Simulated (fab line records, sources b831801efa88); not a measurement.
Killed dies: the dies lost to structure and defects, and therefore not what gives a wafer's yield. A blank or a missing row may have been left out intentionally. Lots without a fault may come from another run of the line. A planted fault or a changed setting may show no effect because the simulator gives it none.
Which tool was responsible?    flow sfq_line    14 lots (40 wafers sampled), 1 step of a 325-step route

WHAT THE GAUGES SHOWED, per wafer
Not one reading of a measure or inspect step in the record can be checked against a usual standard deviation.

WHICH TOOL RAN EACH LOT (tool, then ch and the chambers of the sampled wafers, then the start)
lot   SFQ_TRILAYER_I6_VIA_BARC_OPEN_VIA_ETCH_235
L446  rie_diel-03 ch 0,3, day 63 09:10
L447  rie_diel-04 ch 0,2,3, day 63 16:22
L448  rie_diel-03 ch 0,1,2, day 63 18:52
L449  rie_diel-04 ch 0,3, day 64 01:58
L450  rie_diel-04 ch 0,2, day 65 04:22
L451  rie_diel-02 ch 1,2,3, day 65 06:46
L452  rie_diel-04 ch 0,3, day 65 15:10
L453  rie_diel-03 ch 0,1,3, day 65 17:34
L454  rie_diel-04 ch 0,1, day 66 03:10
L455  rie_diel-02 ch 0,3, day 66 04:22
L456  rie_diel-02 ch 0,2, day 66 17:34
L464  rie_diel-02 ch 0,3, day 68 15:17
L465  rie_diel-02 ch 2,3, day 69 06:55
L469  rie_diel-04 ch 0,1,3, day 69 22:29
- SFQ_TRILAYER_I6_VIA_BARC_OPEN_VIA_ETCH_235: etches BARC in O2, target depth 125 nm, time 41.7 s.

AS READ BY THE TOOLS THEMSELVES (means over the sampled wafers that have a number; for cases with no such wafer, the mark the record gives instead)
SFQ_TRILAYER_I6_VIA_BARC_OPEN_VIA_ETCH_235.
lot   tool         drypump_motor_current_A (A)  oes_product_au (a.u.)  run_length_s (s)
L446  rie_diel-03  5.48                         0.686                  70.5
L447  rie_diel-04  5.81                         0.683                  69.3
L448  rie_diel-03  6.01                         0.684                  70.0
L449  rie_diel-04  5.79                         0.684                  69.7
L450  rie_diel-04  5.81                         0.684                  69.2
L451  rie_diel-02  6.01                         0.688                  70.3
L452  rie_diel-04  5.80                         0.685                  69.5
L453  rie_diel-03  5.76                         0.693                  70.4
L454  rie_diel-04  5.77                         0.687                  70.0
L455  rie_diel-02  5.92                         0.686                  69.8
L456  rie_diel-02  6.07                         0.685                  69.8
L464  rie_diel-02  5.88                         0.656                  74.5
L465  rie_diel-02  5.96                         0.658                  75.2
L469  rie_diel-04  5.76                         0.685                  70.1

THE ANSWER, worked out from the rows above alone
Rule: usual is defined by the lots themselves. Put in order of their means at a reading, lots are off if they are a third of the lots or fewer, leave a main group of 4 or more, and stand apart from it by a gap of 3 or more times the standard deviation of the main group's means; of several such gaps the widest counts. Not used: any main group whose means are identical at the precision the tables above print for the reading. A lot without any number at a reading at which 4 lots or more have one is off too. All remaining lots with rows at the step are treated as sound. The gauges are gone through in route order, then the tools' own readings, and for those a lot's mean is taken as printed above. At the first step where some lot is off, the reading lying furthest off is the one used; lots without a number count as furthest.
Off: L464, L465 (SFQ_TRILAYER_I6_VIA_BARC_OPEN_VIA_ETCH_235, run_length_s). The main group has a mean of 69.9 s with a standard deviation of 0.4.
If a tool, at that step or one of the process steps before it, ran each lot that is off and ran no sound lot following the first of them, it fits. One candidate fits, namely rie_diel-02 at SFQ_TRILAYER_I6_VIA_BARC_OPEN_VIA_ETCH_235. Its last sound lot is L456 (day 66 17:34), its first lot that is off L464 (day 68 15:17): a fault that began between those two fits.
The tool's own readings at SFQ_TRILAYER_I6_VIA_BARC_OPEN_VIA_ETCH_235 bear it out: on the lots that are off they differ by more than 5 times the standard deviation of the sound lots' means. oes_product_au reads 0.657 a.u. there against 0.686 a.u. on the sound lots; run_length_s reads 74.8 s there against 69.9 s on the sound lots.

WHAT HAD BEEN PUT IN BY THE SIMULATOR
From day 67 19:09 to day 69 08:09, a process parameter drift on rie_diel-02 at SFQ_TRILAYER_I6_VIA_BARC_OPEN_VIA_ETCH_235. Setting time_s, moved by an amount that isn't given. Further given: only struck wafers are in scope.
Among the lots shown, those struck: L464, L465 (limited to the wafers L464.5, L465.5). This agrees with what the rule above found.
